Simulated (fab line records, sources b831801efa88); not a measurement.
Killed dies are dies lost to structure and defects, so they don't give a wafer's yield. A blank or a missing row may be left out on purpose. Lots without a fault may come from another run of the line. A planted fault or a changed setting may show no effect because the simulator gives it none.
Which tool did it? | flow sky130 | 11 lots, 33 wafers sampled, at 3 steps of a route of 708

WHAT THE GAUGES READ, wafer by wafer
SKY_METAL1_RS_MEAS_05: measures by four-point-probe.
lot  | measured     | on            | METAL1_ALCU_RS (ohm/sq)
L173 | day 31 05:21 | film_metro-02 | 0.1241 0.1258 0.1253
L176 | day 32 01:26 | film_metro-03 | 0.1288 0.1276 0.1291
L177 | day 32 13:55 | film_metro-02 | 0.1281 0.1268 0.1259
L184 | day 35 00:46 | film_metro-02 | 0.1266 0.1260 0.1276
L185 | day 35 05:22 | film_metro-01 | 0.1276 0.1259 0.1266 0.1275 0.1263 0.1266
L187 | day 36 16:57 | film_metro-02 | 0.1254 0.1262 0.1258
L188 | day 36 17:38 | film_metro-01 | 0.1266 0.1250 0.1274 0.1269 0.1249 0.1277
L189 | day 36 23:24 | film_metro-02 | 0.1269 0.1268 0.1257
L190 | day 36 23:49 | film_metro-03 | 0.1249 0.1246 0.1251
L192 | day 37 18:53 | film_metro-02 | 0.1254 0.1240 0.1251
L196 | day 38 19:55 | film_metro-03 | 0.1227 0.1224 0.1223

SKY_METAL1_THK_MEAS_06: measures by xrf.
lot  | measured     | on            | METAL1_ALCU_THK (nm)
L173 | day 31 05:28 | film_metro-02 | 250 248 247
L176 | day 32 01:33 | film_metro-03 | 243 245 242
L177 | day 32 14:00 | film_metro-02 | 241 245 245
L184 | day 35 00:53 | film_metro-02 | 245 247 245
L185 | day 35 08:12 | film_metro-01 | 245 219 247 247 218 248
L187 | day 36 17:04 | film_metro-02 | 247 247 247
L188 | day 36 20:38 | film_metro-01 | 248 221 246 248 219 247
L189 | day 36 23:31 | film_metro-02 | 245 245 248
L190 | day 36 23:55 | film_metro-03 | 251 253 253
L192 | day 37 18:59 | film_metro-02 | 249 251 249
L196 | day 38 20:01 | film_metro-03 | 255 257 255

WHICH TOOL RAN EACH LOT (tool, then ch and the chambers of the sampled wafers, then the start)
lot  | SKY_METAL1_SPUTTER_04
L173 | pvd_sputter-02, day 31 05:17
L176 | pvd_sputter-01, day 32 01:23
L177 | pvd_sputter-02, day 32 13:49
L184 | pvd_sputter-01, day 35 00:43
L185 | pvd_sputter-02, day 35 05:17
L187 | pvd_sputter-01, day 36 16:53
L188 | pvd_sputter-02, day 36 17:34
L189 | pvd_sputter-01, day 36 23:20
L190 | pvd_sputter-03, day 36 23:44
L192 | pvd_sputter-03, day 37 18:46
L196 | pvd_sputter-03, day 38 19:50
- SKY_METAL1_SPUTTER_04: material TiN, target thk 70 nm, time 58.3 s.

WHAT THE TOOLS THEMSELVES READ (means of the sampled wafers that have a number; where no wafer has one, the mark that the record gives instead)
SKY_METAL1_SPUTTER_04.
lot  | tool           | throttle_valve_pct (%)
L173 | pvd_sputter-02 | 30.0
L176 | pvd_sputter-01 | 28.7
L177 | pvd_sputter-02 | 29.8
L184 | pvd_sputter-01 | 29.5
L185 | pvd_sputter-02 | 29.8
L187 | pvd_sputter-01 | 29.1
L188 | pvd_sputter-02 | 29.8
L189 | pvd_sputter-01 | 28.8
L190 | pvd_sputter-03 | 30.8
L192 | pvd_sputter-03 | 29.8
L196 | pvd_sputter-03 | 30.2

THE ANSWER, worked out from the rows above alone
Rule: what is usual is taken from the lots themselves. Put in order of their means at a reading, lots are off if they are a third of the lots or fewer, leave a main group of 4 or more, and stand apart from it by a gap of 3 or more times the standard deviation of the main group's means; of several such gaps the widest counts. A main group whose means are all the same, to the digits that the tables above print for the reading, isn't used. A lot without any number at a reading at which 4 lots or more have one is off too. The other lots that the step has rows for count as sound. The gauges are gone through in route order, then the tools' own readings, and for those a lot's mean is taken as printed above. The first step at which some lot is off is used, and at that step the reading that is off furthest; a lot without a number counts as furthest.
No lot is off at any reading shown: from this, nothing can be told.

WHAT THE SIMULATOR HAD PUT IN
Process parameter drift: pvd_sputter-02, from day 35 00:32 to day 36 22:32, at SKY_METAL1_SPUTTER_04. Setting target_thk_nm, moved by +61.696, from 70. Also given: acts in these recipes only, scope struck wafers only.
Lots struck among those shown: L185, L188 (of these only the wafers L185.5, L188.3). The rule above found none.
